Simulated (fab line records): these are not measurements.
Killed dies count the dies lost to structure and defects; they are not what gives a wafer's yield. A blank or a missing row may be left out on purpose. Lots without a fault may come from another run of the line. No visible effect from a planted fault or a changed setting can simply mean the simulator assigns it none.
Matching of chambers | flow gf180mcu | 3 sister chambers for GF_PASSIVATION_CVD_00 on pecvd-01
The step deposits SiO2 from TEOS, target thk 1000 nm, time 111.95 s. 3 wafers are shown with their chamber, then 6 later ones without.

== EACH WAFER AND ITS CHAMBER ==
wafer  | chamber | heaterPowerOuterW (W)
L478.3 | 1       | 510
L478.4 | 2       | 441
L478.6 | 0       | 428

== WAFERS WITH NO CHAMBER GIVEN ==
wafer  | heaterPowerOuterW (W)
L479.3 | 574
L479.4 | 438
L479.5 | 334
L483.2 | 442
L483.3 | 511
L483.5 | 331

== WHICH CHAMBER EACH WENT THROUGH ==
wafer  | from the rows above          | in truth
L479.3 | can't be placed: 1 or 2 or 0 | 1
L479.4 | can't be placed: 2 or 0 or 1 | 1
L479.5 | can't be placed: 0 or 2 or 1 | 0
L483.2 | can't be placed: 2 or 0 or 1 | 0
L483.3 | can't be placed: 1 or 2 or 0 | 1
L483.5 | can't be placed: 0 or 2 or 1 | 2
Correct placement for 0 of the 6. Cannot be placed on the basis of these rows: 6; the candidates contain the true chamber in 6. Placed wrongly: 0.
How it was worked out, from the rows above alone: a wafer's distance from a chamber is the root of the sum, over the readings, of the square of ((its reading less the chamber's mean) divided by the reading's scatter). The wafer belongs to the nearest chamber; if the next one is less than 2 further off, it can't be placed. The mean given for a chamber averages the wafers shown for that chamber. The scatter (one wafer shown for each chamber): square how far every hidden wafer sits from the nearest shown wafer, average those squares and take the square root.
